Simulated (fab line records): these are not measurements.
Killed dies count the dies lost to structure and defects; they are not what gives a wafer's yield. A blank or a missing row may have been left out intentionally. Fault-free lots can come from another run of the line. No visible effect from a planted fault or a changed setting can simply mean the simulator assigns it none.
8D (eight disciplines) problem report, filled in by code	flow sky130	the parts of the form that need people (team, actions taken, sign-off) are left out

## 1. PROBLEM STATEMENT
CONTACT_W_RS at SKY_CONTACT_RS_MEAS_25 reads a mean of 0.192 ohm/sq on 4 wafers of 3 lots; wafers without a fault read 0.338 ohm/sq with a standard deviation of 0.0036. That is -40 standard deviations from the usual mean.
The step: measures by four-point-probe.
First observed at day 37 15:02: wafer L297.3, on film metro-03. The record has a number at this step for 41 wafers belonging to 14 lots. The rule behind "out" and "out of limits": a value lying over 4 standard deviations away from the usual mean. The other wafers with a number count as sound.

## 2. WHAT THIS IS AND IS NOT
question	is	is not
which readings at this step	CONTACT_W_RS	-
which lots	L297, L299, L301	L282, L283, L284, L285, L287, L288, L289, L290, L292, L294, L296
which wafers of those lots	L297.3, L299.3, L299.5, L301.3	L297.1, L297.2, L301.2, L301.6
read on which gauges	film metro-02, film metro-03	film metro-04
when	from day 37 15:02	up to then (35 sound wafers); but 2 sound wafers of L301 came after

## 3. SUSPECTS, AND WHAT RULES EACH OUT
Counting: a tool at a process step up to the reading stays a suspect if it ran every lot that is out. Sound lots after the first of them don't rule it out here, since some wafers of a struck lot are sound.
- the gauge at SKY_CONTACT_RS_MEAS_25 is ruled out. 2 gauges (film metro-02, film metro-03) read the wafers that are out.
- cvd w-02 at SKY_CONTACT_CVD_24 (deposits W, target thk 340 nm, time 102.12 s): kept. Ran every lot that is out, first one L297 (day 37 14:56); last sound lot up to then L294 (day 36 20:04).
Left after counting: cvd w-02 at SKY_CONTACT_CVD_24.

## 4. THE CAUSE (what the simulator had put in)
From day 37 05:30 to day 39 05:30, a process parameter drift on cvd w-02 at SKY_CONTACT_CVD_24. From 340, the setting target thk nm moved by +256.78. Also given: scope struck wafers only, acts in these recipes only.
Counting left only this tool.

## 5. THE CHAIN OF EFFECTS, in route order
One row per reading whose mean, taken over the struck wafers that have a number, lies over 3 standard deviations from the usual. Scope: only readings with a usual standard deviation given in the record; hours: median across lots of the time from each lot's start at the first step in this table that gives one to its start at this step; sigmas: change in usual standard deviations.
hours	step	reading	usual	on struck wafers	change	sigmas
0	SKY_CONTACT_RS_MEAS_25	CONTACT_W_RS	0.338 ohm/sq	0.192	-0.146	-40
0	SKY_CONTACT_CMP_27	time to endpoint s	82.0 s	140.7	+58.7	+20
The process steps in it:
- SKY_CONTACT_CMP_27: polishes, stops on SiO2, t overpolish 15 s, target thk 0 nm.
Readings that are blank on the struck wafers while sound wafers have them: CONTACT_W_THK at SKY_CONTACT_THK_MEAS_26.

## 6. HOW IT WOULD HAVE BEEN CAUGHT EARLIER
In this record the first reading out of limits at a measuring or inspecting step was taken at day 37 15:02, 10 hours after the fault began at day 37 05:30.
An alarm limit of 4 standard deviations would not have fired on the tool readings at SKY_CONTACT_CVD_24 for which the record gives a usual standard deviation, since none of them was out on any struck wafer.
Lots out: 3; of these, L299, L301 started SKY_CONTACT_CVD_24 on cvd w-02 after day 37 15:02. A hold on the tool at that time would have spared those 2.
